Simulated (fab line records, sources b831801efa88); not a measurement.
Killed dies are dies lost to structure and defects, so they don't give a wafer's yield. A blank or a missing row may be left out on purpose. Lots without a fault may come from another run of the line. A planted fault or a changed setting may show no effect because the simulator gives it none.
Which tool did it? | flow gf180mcu | 13 lots, 39 wafers sampled, at 4 steps of a route of 602

WHAT THE GAUGES READ, wafer by wafer
GF_STI_THK_MEAS_04.
lot  | measured    | on            | STI_CVD_03_THK (nm)
L833 | day 1 18:34 | film_metro-02 | 206.7 207.7 207.1
L836 | day 2 11:40 | film_metro-04 | 209.6 210.9 212.5
L837 | day 2 14:34 | film_metro-04 | 208.4 209.5 211.3
L839 | day 3 00:41 | film_metro-04 | 210.1 208.6 210.1
L840 | day 3 07:14 | film_metro-01 | 205.6 206.8 206.2
L842 | day 3 15:50 | film_metro-02 | 203.4 204.1 206.4
L844 | day 4 01:35 | film_metro-02 | 206.8 207.1 205.2
L845 | day 4 07:38 | film_metro-02 | 207.5 207.8 207.9
L846 | day 4 13:31 | film_metro-02 | 205.4 207.0 206.2
L849 | day 5 03:33 | film_metro-04 | 207.0 204.8 206.0
L852 | day 5 18:20 | film_metro-01 | 208.5 207.2 209.1
L854 | day 6 04:31 | film_metro-02 | 207.3 209.4 210.4
L855 | day 6 08:34 | film_metro-01 | 210.3 209.8 210.3

GF_V4_BOW_MEAS_05.
lot  | measured     | on            | V4_BOW (um)
L833 | day 23 17:28 | film_metro-02 | 135 136 128
L836 | day 24 22:05 | film_metro-03 | 145 142 139
L837 | day 25 07:57 | film_metro-01 | 141 135 137
L839 | day 25 20:11 | film_metro-01 | 134 141 134
L840 | day 26 09:11 | film_metro-03 | 141 132 149
L842 | day 26 22:05 | film_metro-03 | 134 123 137
L844 | day 27 14:01 | film_metro-01 | 123 121 124
L845 | day 27 20:07 | film_metro-02 | 132 131 128
L846 | day 28 10:55 | film_metro-01 | 111 122 118
L849 | day 29 03:14 | film_metro-03 | 134 123 138
L852 | day 29 20:36 | film_metro-03 | 126 124 137
L854 | day 30 13:20 | film_metro-01 | 124 117 135
L855 | day 30 11:03 | film_metro-01 | 135 130 119

WHICH TOOL RAN EACH LOT (tool, then ch and the chambers of the sampled wafers, then the start)
lot  | GF_M1_SOFTBAKE_10                 | GF_V3_ETCH_16
L833 | litho_track-04 ch 0, day 16 20:59 | rie_diel-02 ch 0,1,2, day 22 16:14
L836 | litho_track-02 ch 0, day 18 03:37 | rie_diel-02 ch 0,1, day 23 21:47
L837 | litho_track-02 ch 0, day 18 13:21 | rie_diel-04 ch 1,2, day 24 07:14
L839 | litho_track-01 ch 0, day 19 05:48 | rie_diel-04 ch 0,2,3, day 24 20:08
L840 | litho_track-02 ch 0, day 19 19:52 | rie_diel-02 ch 0,2,3, day 25 09:11
L842 | litho_track-02 ch 0, day 20 11:43 | rie_diel-03 ch 1,2,3, day 25 22:20
L844 | litho_track-01 ch 0, day 21 04:48 | rie_diel-02 ch 1,2, day 26 14:47
L845 | litho_track-01 ch 0, day 21 12:43 | rie_diel-03 ch 1,2,3, day 26 21:23
L846 | litho_track-02 ch 0, day 22 05:35 | rie_diel-03 ch 0,1,3, day 27 12:44
L849 | litho_track-02 ch 0, day 23 01:40 | rie_diel-02 ch 0,1,3, day 28 04:53
L852 | litho_track-02 ch 0, day 23 20:44 | rie_diel-03 ch 0,2,3, day 28 22:38
L854 | litho_track-02 ch 0, day 24 19:01 | rie_diel-04 ch 0,2, day 29 16:08
L855 | litho_track-04 ch 0, day 24 14:41 | rie_diel-02 ch 0,1,3, day 29 13:35
- GF_M1_SOFTBAKE_10: time 60 s.
- GF_V3_ETCH_16: etches BARC in N2/H2.

WHAT THE TOOLS THEMSELVES READ (means of the sampled wafers that have a number; where no wafer has one, the mark that the record gives instead)
GF_M1_SOFTBAKE_10.
lot  | tool           | chill_plate_temp_C (C) | run_length_s (s)
L833 | litho_track-04 | 23.03                  | 88.85
L836 | litho_track-02 | 22.95                  | 89.15
L837 | litho_track-02 | 23.01                  | 89.16
L839 | litho_track-01 | 23.06                  | 89.40
L840 | litho_track-02 | 23.09                  | 89.16
L842 | litho_track-02 | 22.99                  | 89.21
L844 | litho_track-01 | 22.96                  | 93.36
L845 | litho_track-01 | 23.01                  | 93.46
L846 | litho_track-02 | 23.03                  | 89.23
L849 | litho_track-02 | 22.94                  | 89.23
L852 | litho_track-02 | 23.07                  | 89.21
L854 | litho_track-02 | 23.02                  | 89.16
L855 | litho_track-04 | 23.05                  | 88.79

GF_V3_ETCH_16.
lot  | tool        | drypump_motor_current_A (A) | oes_product_au (a.u.) | throttle_valve_pct (%)
L833 | rie_diel-02 | 5.5                         | 0.851                 | 13.229
L836 | rie_diel-02 | 5.7                         | 0.850                 | 13.229
L837 | rie_diel-04 | 6.0                         | 0.859                 | 13.221
L839 | rie_diel-04 | 5.7                         | 0.854                 | 13.220
L840 | rie_diel-02 | 5.3                         | 0.858                 | 13.225
L842 | rie_diel-03 | 5.6                         | 0.852                 | 13.226
L844 | rie_diel-02 | 5.7                         | 0.854                 | 13.222
L845 | rie_diel-03 | 5.6                         | 0.853                 | 13.227
L846 | rie_diel-03 | 5.6                         | 0.855                 | 13.228
L849 | rie_diel-02 | 5.8                         | 0.855                 | 13.222
L852 | rie_diel-03 | 5.7                         | 0.852                 | 13.222
L854 | rie_diel-04 | 6.2                         | 0.859                 | 13.231
L855 | rie_diel-02 | 5.8                         | 0.850                 | 13.222

THE ANSWER, worked out from the rows above alone
Rule: what is usual is taken from the lots themselves. Put in order of their means at a reading, lots are off if they are a third of the lots or fewer, leave a main group of 4 or more, and stand apart from it by a gap of 3 or more times the standard deviation of the main group's means; of several such gaps the widest counts. A main group whose means are all the same, to the digits that the tables above print for the reading, isn't used. A lot without any number at a reading at which 4 lots or more have one is off too. The other lots that the step has rows for count as sound. The gauges are gone through in route order, then the tools' own readings, and for those a lot's mean is taken as printed above. The first step at which some lot is off is used, and at that step the reading that is off furthest; a lot without a number counts as furthest.
Off: L844, L845, at GF_M1_SOFTBAKE_10 (run_length_s). The main group: mean 89.14 s, standard deviation 0.17.
A tool fits if, at that step or a process step before it, it ran every lot that is off, and no sound lot after the first of them. One fits: litho_track-01 at GF_M1_SOFTBAKE_10. Its last sound lot is L839 (day 19 05:48), its first lot that is off L844 (day 21 04:48): a fault that began between those two fits.
The tool's own readings at GF_M1_SOFTBAKE_10 bear it out: on the lots that are off they differ by more than 5 times the standard deviation of the sound lots' means. run_length_s reads 93.41 s there against 89.14 s on the sound lots.

WHAT THE SIMULATOR HAD PUT IN
Process parameter drift: litho_track-01, from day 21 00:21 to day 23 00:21, at GF_M1_SOFTBAKE_10. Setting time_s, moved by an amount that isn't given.
Lots struck among those shown: L844, L845. The rule above found the same.
